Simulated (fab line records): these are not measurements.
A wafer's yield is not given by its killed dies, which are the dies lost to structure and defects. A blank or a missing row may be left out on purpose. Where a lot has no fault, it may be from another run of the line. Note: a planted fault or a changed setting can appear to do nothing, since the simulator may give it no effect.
One fault through the eyes of 2 desks -- flow sfqLine -- every desk sees just its own numbers, and what lay behind them comes last

## FROM THE METROLOGY DESK
What the gauges read for every lot (on any tool): the sampled wafers with a number, averaged. If a lot's mean is further than 4 standard deviations from the usual mean, the lot is out of limits and carries the mark OUT (the distance appears in the brackets).
Columns: A = I3_BOW at SFQ_I3_BOW_MEAS_922, usual 4 um; B = I3_OVL at SFQ_I3_OVL_MEAS_923, usual 1 nm
lot,first seen here,A,B
L931,day 37 21:35,5,-1
L936,day 41 06:35,7,1
L939,day 41 21:37,-2,4
L942,day 42 17:21,10,10
L949,day 52 10:45,7,-2
L951,day 52 16:46,5,1
This desk's finding: nothing out of limits on any of the 6 lots.

## DESK OF THE TOOL OWNER: rieDiel-03
The tool's own readings at SFQ_TRILAYER_I3_VIA_BARC_OPEN_VIA_ETCH_121 (etches BARC in O2, target depth 125 nm, time 41.7 s): means of the sampled wafers that have a number, for each lot that ran on this tool. If a lot's mean is further than 4 standard deviations from the usual mean, the lot is out of limits and carries the mark OUT (the distance appears in the brackets).
Columns: A = drypumpMotorCurrentA at SFQ_TRILAYER_I3_VIA_BARC_OPEN_VIA_ETCH_121, usual 5.8 A; B = oesProductAu at SFQ_TRILAYER_I3_VIA_BARC_OPEN_VIA_ETCH_121, usual 0.686 a.u.; C = runLengthS at SFQ_TRILAYER_I3_VIA_BARC_OPEN_VIA_ETCH_121, usual 70.0 s
lot,first seen here,A,B,C
L931,day 43 05:25,5.8,0.682,70.0
L939,day 47 16:16,5.4,0.675,71.2
L942,day 48 18:40,5.3,0.668,71.6
L949,day 53 09:01,5.4,0.686,70.0
This desk's finding: nothing out of limits on any of the 4 lots.

## BROUGHT TOGETHER
The metrology desk saw nothing out of limits.
The tool owner's desk saw nothing out of limits.

## WHAT WAS PUT IN BY THE SIMULATOR
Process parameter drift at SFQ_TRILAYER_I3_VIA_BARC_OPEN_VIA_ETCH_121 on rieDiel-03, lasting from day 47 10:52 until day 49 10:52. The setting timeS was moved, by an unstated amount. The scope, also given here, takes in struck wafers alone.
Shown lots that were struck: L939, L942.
